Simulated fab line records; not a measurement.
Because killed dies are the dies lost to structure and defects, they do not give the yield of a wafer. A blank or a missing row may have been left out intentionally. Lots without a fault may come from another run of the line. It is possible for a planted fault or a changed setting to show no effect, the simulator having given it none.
Matching of chambers / flow gf180mcu / GF_CONTACT_CMP_04 on cmp-01 has 4 sister chambers
The step polishes SiO2. 8 wafers are shown with their chamber, then 7 later ones without.

== WAFERS, EACH WITH ITS CHAMBER ==
wafer=L468.1; chamber=3; motor_current_A (A)=10.1; edge_zone_pressure_frac=1.000
wafer=L469.3; chamber=0; motor_current_A (A)=11.5; edge_zone_pressure_frac=0.996
wafer=L472.1; chamber=3; motor_current_A (A)=10.0; edge_zone_pressure_frac=1.006
wafer=L479.2; chamber=0; motor_current_A (A)=11.6; edge_zone_pressure_frac=0.997
wafer=L479.4; chamber=2; motor_current_A (A)=11.7; edge_zone_pressure_frac=0.998
wafer=L479.5; chamber=1; motor_current_A (A)=12.0; edge_zone_pressure_frac=1.005
wafer=L488.2; chamber=1; motor_current_A (A)=12.1; edge_zone_pressure_frac=1.002
wafer=L488.4; chamber=2; motor_current_A (A)=11.2; edge_zone_pressure_frac=0.998

== WAFERS MISSING THEIR CHAMBER ==
wafer=L488.5; motor_current_A (A)=11.4; edge_zone_pressure_frac=1.000
wafer=L489.1; motor_current_A (A)=12.1; edge_zone_pressure_frac=0.996
wafer=L489.2; motor_current_A (A)=11.6; edge_zone_pressure_frac=0.997
wafer=L489.3; motor_current_A (A)=10.6; edge_zone_pressure_frac=0.993
wafer=L490.3; motor_current_A (A)=10.8; edge_zone_pressure_frac=0.994
wafer=L490.4; motor_current_A (A)=11.8; edge_zone_pressure_frac=1.001
wafer=L490.5; motor_current_A (A)=10.1; edge_zone_pressure_frac=1.001

== EACH ONE'S CHAMBER ==
wafer=L488.5; from the rows above=can't be placed: 2 or 0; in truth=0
wafer=L489.1; from the rows above=can't be placed: 0 or 1 or 2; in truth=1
wafer=L489.2; from the rows above=can't be placed: 0 or 2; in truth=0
wafer=L489.3; from the rows above=can't be placed: 2 or 3 or 0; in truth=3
wafer=L490.3; from the rows above=can't be placed: 2 or 0 or 3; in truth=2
wafer=L490.4; from the rows above=can't be placed: 1 or 2 or 0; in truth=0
wafer=L490.5; from the rows above=3; in truth=3
Correct placement for 1 of the 7. Unplaceable from these rows: 6, with the true chamber sitting among the candidates in 6. Placed wrongly: 0.
How it was worked out, from the rows above alone: a wafer's distance from a chamber is the root of the sum, over the readings, of the square of ((its reading less the chamber's mean) divided by the reading's scatter). The wafer belongs to the nearest chamber; if the next one is less than 2 further off, it can't be placed. A chamber's mean is the mean of its shown wafers. The scatter is the square root of a quotient: the sum, over the shown wafers, of each reading's squared deviation from its chamber's mean, divided by wafers minus chambers.
